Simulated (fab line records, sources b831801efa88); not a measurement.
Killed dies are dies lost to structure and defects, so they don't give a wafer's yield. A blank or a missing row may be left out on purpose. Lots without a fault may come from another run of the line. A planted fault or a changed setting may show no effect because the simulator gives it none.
fab line records | flow gf180mcu
record lots=5 wafers=15 last_day=34
route steps=602 shown V3@453 M4@456 V4@476
lots that met no fault: from a run of the same line without faults
start_h: hours from the record's first day to the start of the lot's first wafer shown | wait_h: hours since the lot's step before | " the same as in the row above | L1.1+2: a row that stands for several wafers | - no value, or no start given | * or withheld: withheld | < > ~ a bound
route shown NAME@n: a module of which the file shows steps, and the number in the route of the first | usual: mean/standard deviation of fault-free wafers | same: alike in all rows | chamber/n: place in a boat | sites: the reading at each site | _std_site: their standard deviation | _edge_site: outer sites' mean less inner sites' | radius_mm: how far each site lies from the wafer's centre | mask NAME#n: copy n | behind: the tool/chamber that last shaped the wafer | hold: why the lot was held/for how many hours/how that ended | device: the transistor (n, p or np) that didn't switch | end of line: the same wafers' tests at the end of the route | a step without rows: its recipe alone | killed: dies lost to structure and defects at the first sort, not the wafer's yield | map: a wafer's dies, x killed, . not, _ none there
set.NAME: the setting as run; set.NAME@STEP: as run at that earlier step | model.NAME: the simulator's own value behind a step, which no gauge read
lots at some steps of the route; a table a step, a row a wafer
services: from which hour (start_h, from the record's first day; less than 0 if before it) a tool's chamber was out of use, for how many hours, and why
## steps
# step GF_V3_RS_MEAS_24
# recipe thk_meas_gauge=four-point-probe reads=W_of_V3_CVD_23+TiN_of_V3_SPUTTER_22+Ti_of_V3_SPUTTER_21
# usual V3_W_RS=0.328/0.0033
# columns lot.wafer tool chamber start_h wait_h V3_W_RS[ohm/sq]
L079.3 film_metro-03 - 558.15 0.1 0.323
L079.5 " - " " 0.325
L079.6 " - " " 0.323
L080.3 film_metro-02 - 572.48 0.1 0.327
L080.4 " - " " 0.326
L080.6 " - " " 0.325
L085.1 film_metro-02 - 610.44 0.1 0.329
L085.2 " - " " 0.337
L085.3 " - " " 0.329
L088.2 film_metro-01 - 631.31 0.1 0.326
L088.3 " - " " 0.327
L088.5 " - " " 0.322
L095.3 film_metro-02 - 678.70 0.1 0.333
L095.5 " - " " 0.329
L095.6 " - " " 0.331
# step GF_V3_THK_MEAS_25
# recipe thk_meas_gauge=xrf reads=W_of_V3_CVD_23
# usual V3_W_THK=348/4.6
# columns lot.wafer tool chamber start_h wait_h V3_W_THK[nm]
L079.3 film_metro-03 - 558.25 0.1 353
L079.5 " - " " 350
L079.6 " - " " 350
L080.3 film_metro-02 - 572.58 0.1 348
L080.4 " - " " 347
L080.6 " - " " 345
L085.1 film_metro-02 - 610.56 0.1 346
L085.2 " - " " 339
L085.3 " - " " 347
L088.2 film_metro-01 - 631.42 0.1 352
L088.3 " - " " 350
L088.5 " - " " 357
L095.3 film_metro-02 - 678.80 0.1 339
L095.5 " - " " 344
L095.6 " - " " 343
# step GF_V3_CMP_26
# recipe stop_on=SiO2 down_force_psi=3.5 platen_rpm=60 t_overpolish_s=15 target_thk_nm=0 pad_velocity_m_s=0.94248
# usual motor_current_A=11.0/0.75 overpolish_run_s=15.000/0.0089 time_to_endpoint_s=85/3.7
# columns lot.wafer tool chamber start_h wait_h motor_current_A overpolish_run_s time_to_endpoint_s
L079.3 cmp-01 3 558.34 0.1 11.2 15.009 88
L079.6 " 2 " " 10.2 15.001 82
L079.5 " 3 " " 11.0 15.006 88
L080.4 cmp-02 3 572.62 0.0 10.2 14.984 80
L080.3 " 1 " " 12.2 15.000 79
L080.6 " 3 " " 11.1 15.003 84
L085.1 cmp-02 1 610.62 0.1 11.9 14.993 83
L085.2 " 3 " " 10.4 15.006 81
L085.3 " 0 " " 11.4 15.006 86
L088.2 cmp-02 0 631.52 0.1 11.5 15.005 86
L088.3 " 2 " " 10.4 15.001 86
L088.5 " 0 " " 11.6 15.008 91
L095.3 cmp-01 1 678.84 0.0 12.1 15.010 91
L095.5 " 1 " " 11.8 14.990 95
L095.6 " 2 " " 10.4 15.010 87
# step GF_M4_SPUTTER_00
# recipe material=Ti target_thk_nm=37.5 arriving_ion_energy_ev=80 substrate_temp_c=200 chamber_pressure_pa=2 power_w=4000 time_s=150
# usual throttle_valve_pct=29.7/1.5
# columns lot.wafer tool chamber start_h wait_h throttle_valve_pct
L079.3 pvd_sputter-02 - 558.59 0.2 29.1
L079.5 " - " " 32.2
L079.6 " - " " 29.0
L080.3 pvd_sputter-04 - 572.92 0.1 31.4
L080.4 " - " " 30.5
L080.6 " - " " 31.2
L085.1 pvd_sputter-01 - 610.92 0.2 28.2
L085.2 " - " " 27.9
L085.3 " - " " 31.7
L088.2 pvd_sputter-02 - 631.77 0.2 29.3
L088.3 " - " " 30.3
L088.5 " - " " 30.1
L095.3 pvd_sputter-04 - 679.14 0.2 30.3
L095.5 " - " " 30.3
L095.6 " - " " 31.2
# step GF_M4_SPUTTER_01
# recipe material=TiN target_thk_nm=30 power_w=6500 time_s=25 chamber_pressure_pa=0.4
# usual throttle_valve_pct=29.7/1.5
# columns lot.wafer tool chamber start_h wait_h throttle_valve_pct
L079.3 pvd_sputter-02 - 558.70 0.1 29.0
L079.5 " - " " 32.4
L079.6 " - " " 29.1
L080.3 pvd_sputter-04 - 573.02 0.1 31.5
L080.4 " - " " 30.6
L080.6 " - " " 31.1
L085.1 pvd_sputter-01 - 611.02 0.1 28.3
L085.2 " - " " 27.6
L085.3 " - " " 31.9
L088.2 pvd_sputter-02 - 631.87 0.1 29.1
L088.3 " - " " 30.5
L088.5 " - " " 30.0
L095.3 pvd_sputter-04 - 679.24 0.1 30.3
L095.5 " - " " 30.1
L095.6 " - " " 31.2
# step GF_M4_SPUTTER_02
# recipe material=AlCu target_thk_nm=450 power_w=10600 time_s=23.9 chamber_pressure_pa=0.4
# usual throttle_valve_pct=29.7/1.4
# columns lot.wafer tool chamber start_h wait_h throttle_valve_pct
L079.3 pvd_sputter-02 - 558.73 0.0 29.2
L079.5 " - " " 32.2
L079.6 " - " " 29.2
L080.3 pvd_sputter-04 - 573.05 0.0 31.4
L080.4 " - " " 30.3
L080.6 " - " " 31.3
L085.1 pvd_sputter-01 - 611.05 0.0 28.3
L085.2 " - " " 27.9
L085.3 " - " " 31.7
L088.2 pvd_sputter-02 - 631.90 0.0 28.9
L088.3 " - " " 30.0
L088.5 " - " " 30.0
L095.3 pvd_sputter-04 - 679.27 0.0 30.5
L095.5 " - " " 30.4
L095.6 " - " " 31.1
# step GF_M4_SPUTTER_03
# recipe material=Ti target_thk_nm=10 substrate_temp_c=300 chamber_pressure_pa=0.3 power_w=3000 time_s=6.7
# usual throttle_valve_pct=29.7/1.4
# columns lot.wafer tool chamber start_h wait_h throttle_valve_pct
L079.3 pvd_sputter-02 - 558.77 0.0 29.1
L079.5 " - " " 32.0
L079.6 " - " " 29.2
L080.3 pvd_sputter-04 - 573.08 0.0 31.7
L080.4 " - " " 30.4
L080.6 " - " " 31.4
L085.1 pvd_sputter-01 - 611.08 0.0 28.5
L085.2 " - " " 27.8
L085.3 " - " " 31.7
L088.2 pvd_sputter-02 - 631.93 0.0 29.0
L088.3 " - " " 29.8
L088.5 " - " " 30.2
L095.3 pvd_sputter-04 - 679.30 0.0 30.7
L095.5 " - " " 30.1
L095.6 " - " " 31.2
# step GF_M4_SPUTTER_04
# recipe material=TiN target_thk_nm=50 power_w=6500 time_s=41.7 chamber_pressure_pa=0.4
# usual throttle_valve_pct=29.7/1.5
# columns lot.wafer tool chamber start_h wait_h throttle_valve_pct
L079.3 pvd_sputter-02 - 558.79 0.0 28.9
L079.5 " - " " 32.4
L079.6 " - " " 28.9
L080.3 pvd_sputter-04 - 573.10 0.0 31.6
L080.4 " - " " 30.2
L080.6 " - " " 31.3
L085.1 pvd_sputter-01 - 611.10 0.0 28.2
L085.2 " - " " 27.9
L085.3 " - " " 31.8
L088.2 pvd_sputter-02 - 631.95 0.0 29.2
L088.3 " - " " 30.3
L088.5 " - " " 30.2
L095.3 pvd_sputter-04 - 679.32 0.0 30.5
L095.5 " - " " 30.6
L095.6 " - " " 31.3
# step GF_M4_RS_MEAS_05
# recipe thk_meas_gauge=four-point-probe reads=TiN_of_M4_SPUTTER_04+Ti_of_M4_SPUTTER_03+AlCu_of_M4_SPUTTER_02+TiN_of_M4_SPUTTER_01+Ti_of_M4_SPUTTER_00
# usual M4_ALCU_RS=0.0694/0.00088
# columns lot.wafer tool chamber start_h wait_h M4_ALCU_RS[ohm/sq]
L079.3 film_metro-03 - 558.87 0.1 0.0695
L079.5 " - " " 0.0693
L079.6 " - " " 0.0698
L080.3 film_metro-02 - 573.18 0.1 0.0688
L080.4 " - " " 0.0684
L080.6 " - " " 0.0695
L085.1 film_metro-02 - 611.14 0.0 0.0687
L085.2 " - " " 0.0689
L085.3 " - " " 0.0689
L088.2 film_metro-02 - 632.01 0.0 0.0705
L088.3 " - " " 0.0705
L088.5 " - " " 0.0714
L095.3 film_metro-04 - 679.40 0.1 0.0683
L095.5 " - " " 0.0684
L095.6 " - " " 0.0693
# step GF_M4_THK_MEAS_06
# recipe thk_meas_gauge=xrf reads=AlCu_of_M4_SPUTTER_02
# usual M4_ALCU_THK=445/7
# columns lot.wafer tool chamber start_h wait_h M4_ALCU_THK[nm]
L079.3 film_metro-03 - 558.97 0.1 443
L079.5 " - " " 443
L079.6 " - " " 442
L080.3 film_metro-02 - 573.28 0.1 448
L080.4 " - " " 451
L080.6 " - " " 445
L085.1 film_metro-02 - 611.26 0.1 448
L085.2 " - " " 450
L085.3 " - " " 447
L088.2 film_metro-02 - 632.12 0.1 435
L088.3 " - " " 436
L088.5 " - " " 430
L095.3 film_metro-04 - 679.50 0.1 453
L095.5 " - " " 452
L095.6 " - " " 446
# step GF_M4_DEHYDRATE_07
# recipe temp_c=200 time_s=60
# usual plate_temp_C=200.01/0.16
# columns lot.wafer tool chamber start_h wait_h plate_temp_C
L079.3 litho_track-01 0 569.27 10.3 199.75
L079.5 " 0 " " 199.71
L079.6 " 0 " " 200.23
L080.3 litho_track-01 0 583.62 10.3 200.16
L080.4 " 0 " " 199.90
L080.6 " 0 " " 200.07
L085.1 litho_track-03 0 620.63 9.4 199.81
L085.2 " 0 " " 199.84
L085.3 " 0 " " 200.11
L088.2 litho_track-04 0 641.62 9.5 200.08
L088.3 " 0 " " 199.92
L088.5 " 0 " " 199.88
L095.3 litho_track-01 0 688.72 9.2 199.96
L095.5 " 0 " " 199.84
L095.6 " 0 " " 199.94
# step GF_M4_HMDS_08
# recipe prime_time_s=60 prime_temp_c=120
# same prime_time_s=60
# columns lot.wafer tool chamber start_h wait_h
L079.3+5+6 litho_track-01 0 569.42 0.1
L080.3+4+6 litho_track-01 0 583.77 0.1
L085.1+2+3 litho_track-03 0 620.78 0.1
L088.2+3+5 litho_track-04 0 641.77 0.1
L095.3+5+6 litho_track-01 0 688.87 0.1
# step GF_M4_COAT_09
# recipe resist=KrF spin_rpm=withheld resist_thk_nm=1000
# usual dispense_pressure_kPa=49.3/2.4
# columns lot.wafer tool chamber start_h wait_h dispense_pressure_kPa
L079.3 litho_track-01 0 569.57 0.1 50.1
L079.5 " 0 " " 50.1
L079.6 " 0 " " 50.1
L080.3 litho_track-01 0 583.92 0.1 50.0
L080.4 " 0 " " 50.0
L080.6 " 0 " " 50.1
L085.1 litho_track-03 0 620.93 0.1 46.1
L085.2 " 0 " " 46.1
L085.3 " 0 " " 46.1
L088.2 litho_track-04 0 641.92 0.1 52.0
L088.3 " 0 " " 52.0
L088.5 " 0 " " 52.0
L095.3 litho_track-01 0 689.02 0.1 50.1
L095.5 " 0 " " 50.1
L095.6 " 0 " " 50.1
# step GF_M4_SOFTBAKE_10
# recipe temp_c=130 time_s=60 resist=KrF
# usual plate_temp_C=129.98/0.16
# columns lot.wafer tool chamber start_h wait_h plate_temp_C
L079.3 litho_track-01 0 569.72 0.1 130.00
L079.5 " 0 " " 129.89
L079.6 " 0 " " 129.90
L080.3 litho_track-01 0 584.07 0.1 129.87
L080.4 " 0 " " 130.10
L080.6 " 0 " " 129.93
L085.1 litho_track-03 0 621.08 0.1 130.12
L085.2 " 0 " " 129.94
L085.3 " 0 " " 129.94
L088.2 litho_track-04 0 642.07 0.1 129.87
L088.3 " 0 " " 129.94
L088.5 " 0 " " 129.95
L095.3 litho_track-01 0 689.17 0.1 130.18
L095.5 " 0 " " 130.09
L095.6 " 0 " " 129.87
# step GF_M4_EXPOSE_11
# recipe mask_id=Metal4 target_cd_nm=280 na=0.68 source_shape=conventional sigma_outer=0.6 dose_mj=28
# usual exposure_dose_mJ_cm2=27.974/0.028
# same sigma_outer=0.6
# columns lot.wafer tool chamber start_h wait_h mask exposure_dose_mJ_cm2
L079.3 krf_scanner-02 0 - - Metal4#0 27.993
L079.5 " 0 " " Metal4#0 27.964
L079.6 " 0 " " Metal4#0 27.988
L080.3 krf_scanner-01 0 - - Metal4#0 27.917
L080.4 " 0 " " Metal4#0 27.943
L080.6 " 0 " " Metal4#0 27.978
L085.1 krf_scanner-02 0 - - Metal4#0 27.978
L085.2 " 0 " " Metal4#0 28.009
L085.3 " 0 " " Metal4#0 27.983
L088.2 krf_scanner-01 0 - - Metal4#0 27.964
L088.3 " 0 " " Metal4#0 27.908
L088.5 " 0 " " Metal4#0 27.978
L095.3 krf_scanner-02 0 - - Metal4#0 27.965
L095.5 " 0 " " Metal4#0 27.980
L095.6 " 0 " " Metal4#0 27.957
# step GF_M4_PEB_12
# recipe peb_temp_c=135 peb_time_s=90 resist=KrF
# usual plate_temp_C=135.00/0.13
# columns lot.wafer tool chamber start_h wait_h plate_temp_C
L079.3 litho_track-01 0 - - 134.94
L079.5 " 0 " " 134.94
L079.6 " 0 " " 134.81
L080.3 litho_track-01 0 - - 134.93
L080.4 " 0 " " 135.03
L080.6 " 0 " " 135.15
L085.1 litho_track-01 0 - - 134.92
L085.2 " 0 " " 135.04
L085.3 " 0 " " 135.03
L088.2 litho_track-03 0 - - 134.84
L088.3 " 0 " " 135.06
L088.5 " 0 " " 134.90
L095.3 litho_track-03 0 - - 134.87
L095.5 " 0 " " 135.14
L095.6 " 0 " " 135.00
# step GF_M4_DEVELOP_13
# recipe develop_time_s=60 dev_temp_c=21
# same develop_time_s=60
# columns lot.wafer tool chamber start_h wait_h
L079.3+5+6 litho_track-01 0 580.77 0.1
L080.3+4+6 litho_track-01 0 594.22 0.1
L085.1+2+3 litho_track-01 0 630.77 0.2
L088.2+3+5 litho_track-03 0 651.85 0.2
L095.3+5+6 litho_track-03 0 698.03 0.1
# step GF_M4_CD_MEAS_14
# recipe target_cd_nm=280
# usual cd_nm=279.9/1.1
# columns lot.wafer tool chamber start_h wait_h cd_nm
L079.3 cd_sem-02 - 580.91 0.1 278.2
L079.5 " - " " 277.8
L079.6 " - " " 277.6
L080.3 cd_sem-01 - 594.36 0.1 278.7
L080.4 " - " " 278.4
L080.6 " - " " 278.8
L085.1 cd_sem-02 - 630.92 0.1 281.3
L085.2 " - " " 281.1
L085.3 " - " " 281.9
L088.2 cd_sem-01 - 652.00 0.1 280.3
L088.3 " - " " 279.7
L088.5 " - " " 280.4
L095.3 cd_sem-02 - 698.17 0.1 280.3
L095.5 " - " " 280.6
L095.6 " - " " 279.3
# step GF_M4_OVL_MEAS_15
# usual M4_OVL=-1/6
# columns lot.wafer tool chamber start_h wait_h M4_OVL[nm]
L079.3 overlay-01 - 581.01 0.1 -7
L079.5 " - " " -5
L079.6 " - " " 7
L080.3 overlay-02 - 594.45 0.1 3
L080.4 " - " " 4
L080.6 " - " " -4
L085.1 overlay-02 - 631.04 0.1 -3
L085.2 " - " " -1
L085.3 " - " " -4
L088.2 overlay-01 - 652.10 0.1 11
L088.3 " - " " 1
L088.5 " - " " -2
L095.3 overlay-02 - 698.26 0.1 -2
L095.5 " - " " 4
L095.6 " - " " -4
# step GF_M4_METAL_ETCH_16
# recipe chemistry=Cl2/BCl3 mask_material=KrF target_depth_nm=750.8 stop_on=SiO2 pressure_mtorr=8 icp_w=800 bias_w=140 Cl2_flow_sccm=80 bcl3_flow_sccm=40 time_s=125.1
# usual chamber_pressure_mTorr=8.000/0.0073 drypump_motor_current_A=5.4/0.35 oes_product_au=0.991/0.0066 throttle_valve_pct=28.229/0.01
# columns lot.wafer tool chamber start_h wait_h chamber_pressure_mTorr drypump_motor_current_A oes_product_au rf_hours_counter_h throttle_valve_pct
L079.3 rie_metal-04 0 581.07 0.1 8.009 5.2 0.991 - 28.226
L079.5 " 1 " " 7.999 4.9 0.990 - 28.242
L079.6 " 0 " " 8.003 5.2 0.992 - 28.228
L080.3 rie_metal-03 1 594.52 0.1 8.005 5.8 1.002 - 28.225
L080.4 " 0 " " 8.001 5.8 0.990 - 28.216
L080.6 " 1 " " 8.001 5.8 0.996 - 28.212
L085.1 rie_metal-04 0 631.08 0.0 7.987 5.2 0.990 7 28.245
L085.2 " 1 " " 7.997 4.9 0.986 4 28.238
L085.3 " 0 " " 7.983 5.2 0.987 - 28.235
L088.2 rie_metal-04 0 652.13 0.0 8.002 5.2 0.992 8 28.245
L088.3 " 1 " " 8.003 5.0 0.980 - 28.236
L088.5 " 1 " " 8.004 5.0 0.972 - 28.253
L095.3 rie_metal-04 0 698.32 0.1 8.016 5.2 0.988 - 28.221
L095.5 " 1 " " 7.985 4.9 0.980 - 28.234
L095.6 " 0 " " 8.008 5.2 0.996 - 28.219
# step GF_M4_STRIP_17
# recipe chemistry=O2/N2 power_w=1400 pressure_mtorr=1500 platen_temp_c=250 o2_flow_sccm=3000 n2_flow_sccm=300 overash_fraction=0.5
# usual chamber_pressure_mTorr=1500.2/1.4 drypump_motor_current_A=5.9/0.54 heater_power_w=303/18 oes_product_au=0.537/0.0045 strip_time_to_endpoint_s=7.36/0.054
# columns lot.wafer tool chamber start_h wait_h chamber_pressure_mTorr drypump_motor_current_A heater_power_w oes_product_au rf_hours_counter_h strip_time_to_endpoint_s
L079.3 plasma_asher-02 1 581.19 0.1 1499.9 6.2 273 0.533 - 7.35
L079.5 " 0 " " 1503.8 6.4 318 0.535 - 7.38
L079.6 " 1 " " 1496.2 6.2 275 0.536 - 7.35
L080.3 plasma_asher-02 1 594.64 0.1 1500.4 6.2 275 0.536 - 7.32
L080.4 " 0 " " 1501.6 6.4 311 0.540 - 7.38
L080.6 " 0 " " 1500.5 6.4 316 0.537 - 7.37
L085.1 plasma_asher-02 1 631.21 0.1 1499.1 6.2 270 0.542 84 7.33
L085.2 " 0 " " 1499.4 6.5 321 0.534 84 7.42
L085.3 " 0 " " 1499.9 6.4 316 0.535 - 7.33
L088.2 plasma_asher-02 0 652.26 0.1 1500.4 6.4 318 0.536 86 7.40
L088.3 " 0 " " 1499.0 6.4 320 0.541 - 7.47
L088.5 " 0 " " 1500.7 6.4 321 0.538 - 7.47
L095.3 plasma_asher-02 0 698.44 0.1 1502.0 6.4 311 0.540 - 7.35
L095.5 " 1 " " 1501.0 6.1 273 0.536 - 7.41
L095.6 " 0 " " 1501.7 6.4 321 0.532 - 7.31
# step GF_M4_STRIP_18
# recipe chemistry=post_etch_residue_remover time_s=1200 temp_c=72.5
# columns lot.wafer tool chamber start_h wait_h
L079.3+5+6 wet_bench-02 2 581.26 0.0
L080.3+4+6 wet_bench-02 2 594.71 0.0
L085.1+2+3 wet_bench-04 2 631.31 0.1
L088.2+3+5 wet_bench-02 1 652.36 0.1
L095.3+5+6 wet_bench-04 3 698.51 0.0
# step GF_M4_CLEAN_19
# recipe chemistry=DIW dry=n2_spin
# columns lot.wafer tool chamber start_h wait_h
L079.3+5+6 wet_bench-04 0 581.60 0.0
L080.3+4+6 wet_bench-04 2 595.08 0.0
L085.1+2+3 wet_bench-02 1 631.68 0.0
L088.2+3+5 wet_bench-01 1 652.70 0.0
L095.3+5+6 wet_bench-01 3 698.85 0.0
# step GF_V4_CVD_00
# recipe material=SiO2 target_thk_nm=600 sigma_open_frac=0.3 temp_c=400 time_s=100 sih4_flow_sccm=60 pressure_mtorr=6
# usual pressure_mtorr=6.000/0.01
# columns lot.wafer tool chamber start_h wait_h pressure_mtorr
L079.3 hdpcvd-02 1 581.78 0.0 6.019
L079.5 " 2 " " 5.997
L079.6 " 0 " " 5.982
L080.3 hdpcvd-02 1 595.18 0.0 6.009
L080.4 " 2 " " 5.980
L080.6 " 1 " " 5.980
L085.1 hdpcvd-01 0 631.77 0.0 5.992
L085.2 " 2 " " 6.000
L085.3 " 1 " " 6.006
L088.2 hdpcvd-02 0 652.79 0.0 5.995
L088.3 " 1 " " 5.993
L088.5 " 1 " " 5.990
L095.3 hdpcvd-02 2 698.94 0.0 5.979
L095.5 " 1 " " 6.010
L095.6 " 0 " " 5.980
# step GF_V4_THK_MEAS_01
# recipe reads=SiO2_of_V4_CVD_00
# usual V4_CVD_00_THK=598/5.6
# columns lot.wafer tool chamber start_h wait_h V4_CVD_00_THK[nm]
L079.3 film_metro-04 - 581.88 0.1 611
L079.5 " - " " 603
L079.6 " - " " 598
L080.3 film_metro-03 - 595.27 0.1 599
L080.4 " - " " 605
L080.6 " - " " 603
L085.1 film_metro-01 - 631.84 0.0 605
L085.2 " - " " 603
L085.3 " - " " 608
L088.2 film_metro-03 - 652.89 0.1 591
L088.3 " - " " 596
L088.5 " - " " 598
L095.3 film_metro-03 - 699.04 0.1 597
L095.5 " - " " 598
L095.6 " - " " 606
# step GF_V4_CVD_02
# recipe material=SiO2 target_thk_nm=850 precursor=TEOS temp_c=400 time_s=94.851 rf_w=600
# usual heater_power_w=664/130
# columns lot.wafer tool chamber start_h wait_h heater_power_w
L079.3 pecvd-04 2 581.92 0.0 462
L079.5 " 1 " " 672
L079.6 " 2 " " 515
L080.3 pecvd-03 2 595.31 0.0 973
L080.4 " 2 " " 784
L080.6 " 1 " " 463
L085.1 pecvd-03 2 631.90 0.1 868
L085.2 " 1 " " 494
L085.3 " 0 " " 581
L088.2 pecvd-03 2 652.94 0.0 779
L088.3 " 1 " " 527
L088.5 " 0 " " 538
L095.3 pecvd-02 1 699.08 0.0 704
L095.5 " 1 " " 752
L095.6 " 0 " " 795
# step GF_V4_THK_MEAS_03
# recipe reads=SiO2_of_V4_CVD_02
# usual V4_CVD_02_THK=847/11
# columns lot.wafer tool chamber start_h wait_h V4_CVD_02_THK[nm]
L079.3 film_metro-03 - 582.00 0.1 829
L079.5 " - " " 868
L079.6 " - " " 860
L080.3 film_metro-03 - 595.40 0.1 843
L080.4 " - " " 857
L080.6 " - " " 842
L085.1 film_metro-01 - 631.97 0.0 864
L085.2 " - " " 835
L085.3 " - " " 847
L088.2 film_metro-03 - 653.02 0.0 842
L088.3 " - " " 830
L088.5 " - " " 862
L095.3 film_metro-01 - 699.17 0.1 835
L095.5 " - " " 834
L095.6 " - " " 848
# step GF_V4_CMP_04
# recipe material=SiO2 down_force_psi=4 platen_rpm=60 pad_velocity_m_s=0.94248
# usual motor_current_A=12.1/0.8 time_to_endpoint_s=81/6
# columns lot.wafer tool chamber start_h wait_h motor_current_A time_to_endpoint_s
L079.3 cmp-02 3 582.04 0.0 12.2 74
L079.5 " 3 " " 11.7 84
L079.6 " 0 " " 13.2 84
L080.3 cmp-02 2 595.49 0.1 11.9 73
L080.4 " 0 " " 12.9 80
L080.6 " 2 " " 11.4 72
L085.1 cmp-01 2 632.16 0.2 11.7 87
L085.2 " 3 " " 11.4 83
L085.3 " 0 " " 11.5 84
L088.2 cmp-01 3 653.07 0.0 12.5 89
L088.3 " 2 " " 11.2 76
L088.5 " 0 " " 11.4 94
L095.3 cmp-01 3 699.36 0.2 11.3 85
L095.5 " 0 " " 11.7 80
L095.6 " 1 " " 13.2 91
# step GF_V4_BOW_MEAS_05
# recipe mode=bow
# usual V4_BOW=131/8.6
# columns lot.wafer tool chamber start_h wait_h V4_BOW[um]
L079.3 film_metro-04 - 582.38 0.3 141
L079.5 " - " " 139
L079.6 " - " " 153
L080.3 film_metro-04 - 595.78 0.2 139
L080.4 " - " " 130
L080.6 " - " " 122
L085.1 film_metro-01 - 632.41 0.2 130
L085.2 " - " " 126
L085.3 " - " " 126
L088.2 film_metro-03 - 653.39 0.3 132
L088.3 " - " " 119
L088.5 " - " " 128
L095.3 film_metro-03 - 699.55 0.1 127
L095.5 " - " " 120
L095.6 " - " " 141
# step GF_V4_DEHYDRATE_06
# recipe temp_c=200 time_s=60
# usual plate_temp_C=199.96/0.15
# columns lot.wafer tool chamber start_h wait_h plate_temp_C
L079.3 litho_track-01 0 592.02 9.6 200.08
L079.5 " 0 " " 199.95
L079.6 " 0 " " 200.11
L080.3 litho_track-02 0 606.48 10.7 199.54
L080.4 " 0 " " 200.01
L080.6 " 0 " " 199.69
L085.1 litho_track-04 0 642.20 9.8 199.64
L085.2 " 0 " " 200.14
L085.3 " 0 " " 199.86
L088.2 litho_track-04 0 663.07 9.7 200.00
L088.3 " 0 " " 199.99
L088.5 " 0 " " 200.31
L095.3 litho_track-02 0 708.68 9.1 200.06
L095.5 " 0 " " 200.28
L095.6 " 0 " " 199.89
# step GF_V4_HMDS_07
# recipe prime_time_s=60 prime_temp_c=120
# same prime_time_s=60
# columns lot.wafer tool chamber start_h wait_h
L079.3+5+6 litho_track-01 0 592.17 0.1
L080.3+4+6 litho_track-02 0 606.63 0.1
L085.1+2+3 litho_track-04 0 642.35 0.1
L088.2+3+5 litho_track-04 0 663.22 0.1
L095.3+5+6 litho_track-02 0 708.83 0.1
# step GF_V4_COAT_08
# recipe resist=BARC temp_c=withheld time_s=withheld spin_rpm=withheld resist_thk_nm=withheld
# usual dispense_pressure_kPa=51.8/0.88
# columns lot.wafer tool chamber start_h wait_h dispense_pressure_kPa
L079.3 litho_track-01 0 592.32 0.1 50.2
L079.5 " 0 " " 50.2
L079.6 " 0 " " 50.2
L080.3 litho_track-02 0 606.78 0.1 52.5
L080.4 " 0 " " 52.5
L080.6 " 0 " " 52.5
L085.1 litho_track-04 0 642.50 0.1 52.0
L085.2 " 0 " " 52.0
L085.3 " 0 " " 52.0
L088.2 litho_track-04 0 663.37 0.1 52.0
L088.3 " 0 " " 52.0
L088.5 " 0 " " 52.0
L095.3 litho_track-02 0 708.98 0.1 52.5
L095.5 " 0 " " 52.6
L095.6 " 0 " " 52.5
# step GF_V4_COAT_09
# recipe resist=KrF spin_rpm=withheld resist_thk_nm=1000
# usual dispense_pressure_kPa=51.8/0.91
# columns lot.wafer tool chamber start_h wait_h dispense_pressure_kPa
L079.3 litho_track-01 0 - - 50.0
L079.5 " 0 " " 50.0
L079.6 " 0 " " 50.0
L080.3 litho_track-02 0 - - 52.5
L080.4 " 0 " " 52.5
L080.6 " 0 " " 52.6
L085.1 litho_track-04 0 - - 52.1
L085.2 " 0 " " 52.0
L085.3 " 0 " " 52.1
L088.2 litho_track-04 0 - - 52.0
L088.3 " 0 " " 52.0
L088.5 " 0 " " 52.0
L095.3 litho_track-02 0 - - 52.4
L095.5 " 0 " " 52.4
L095.6 " 0 " " 52.4
# step GF_V4_SOFTBAKE_10
# recipe temp_c=130 time_s=60 resist=KrF
# usual plate_temp_C=130.01/0.14
# columns lot.wafer tool chamber start_h wait_h plate_temp_C
L079.3 litho_track-01 0 - - 130.02
L079.5 " 0 " " 129.91
L079.6 " 0 " " 130.05
L080.3 litho_track-02 0 - - 130.14
L080.4 " 0 " " 130.14
L080.6 " 0 " " 130.02
L085.1 litho_track-04 0 - - 129.86
L085.2 " 0 " " 129.96
L085.3 " 0 " " 129.95
L088.2 litho_track-04 0 - - 130.07
L088.3 " 0 " " 129.83
L088.5 " 0 " " 129.91
L095.3 litho_track-02 0 - - 130.14
L095.5 " 0 " " 129.91
L095.6 " 0 " " 129.94
# step GF_V4_EXPOSE_11
# recipe mask_id=Via4 target_cd_nm=260 na=0.68 source_shape=conventional sigma_outer=0.6 dose_mj=38
# usual exposure_dose_mJ_cm2=37.97/0.044
# same sigma_outer=0.6
# columns lot.wafer tool chamber start_h wait_h mask exposure_dose_mJ_cm2
L079.3 krf_scanner-02 0 - - Via4#0 37.99
L079.5 " 0 " " Via4#0 37.99
L079.6 " 0 " " Via4#0 37.95
L080.3 krf_scanner-01 0 - - Via4#0 37.95
L080.4 " 0 " " Via4#0 37.96
L080.6 " 0 " " Via4#0 37.97
L085.1 krf_scanner-01 0 - - Via4#0 37.97
L085.2 " 0 " " Via4#0 37.98
L085.3 " 0 " " Via4#0 38.01
L088.2 krf_scanner-02 0 - - Via4#0 38.02
L088.3 " 0 " " Via4#0 37.99
L088.5 " 0 " " Via4#0 37.98
L095.3 krf_scanner-01 0 - - Via4#0 37.83
L095.5 " 0 " " Via4#0 37.96
L095.6 " 0 " " Via4#0 37.90
# step GF_V4_PEB_12
# recipe peb_temp_c=135 peb_time_s=90 resist=KrF
# usual plate_temp_C=134.98/0.13
# columns lot.wafer tool chamber start_h wait_h plate_temp_C
L079.3 litho_track-02 0 - - 134.97
L079.5 " 0 " " 135.08
L079.6 " 0 " " 135.07
L080.3 litho_track-02 0 - - 135.07
L080.4 " 0 " " 134.95
L080.6 " 0 " " 134.92
L085.1 litho_track-01 0 - - 135.15
L085.2 " 0 " " 134.92
L085.3 " 0 " " 135.12
L088.2 litho_track-02 0 - - 134.95
L088.3 " 0 " " 134.94
L088.5 " 0 " " 134.80
L095.3 litho_track-04 0 - - 134.84
L095.5 " 0 " " 134.76
L095.6 " 0 " " 134.52
## services
# columns tool chamber start_h hours kind
krf_scanner-02 - 544.43 15.3 repair
pvd_sputter-01 - 554.94 5.0 repair
krf_scanner-02 - 559.71 0.8 pm
pvd_sputter-02 - 561.35 1.7 repair
krf_scanner-02 - 564.10 1.3 pm
cmp-02 - 573.31 4.0 pm
krf_scanner-02 - 587.21 4.0 pm
cmp-01 - 590.12 12.5 pm
krf_scanner-01 - 598.11 1.0 repair
krf_scanner-02 - 600.14 2.4 repair
krf_scanner-02 - 616.32 3.1 repair
krf_scanner-02 - 633.54 1.0 pm
krf_scanner-01 - 644.86 0.8 pm
krf_scanner-01 - 664.07 1.3 pm
cmp-02 - 664.95 2.1 repair
krf_scanner-01 - 665.59 1.6 repair
cmp-01 - 667.20 4.1 pm
krf_scanner-01 - 668.04 1.0 pm
plasma_asher-02 - 671.70 14.6 pm
plasma_asher-02 - 691.72 0.7 repair
krf_scanner-01 - 704.50 4.4 pm
cmp-02 - 707.85 0.7 repair
krf_scanner-02 - 708.87 11.6 pm
cmp-01 - 715.70 4.3 repair
## key
fault none
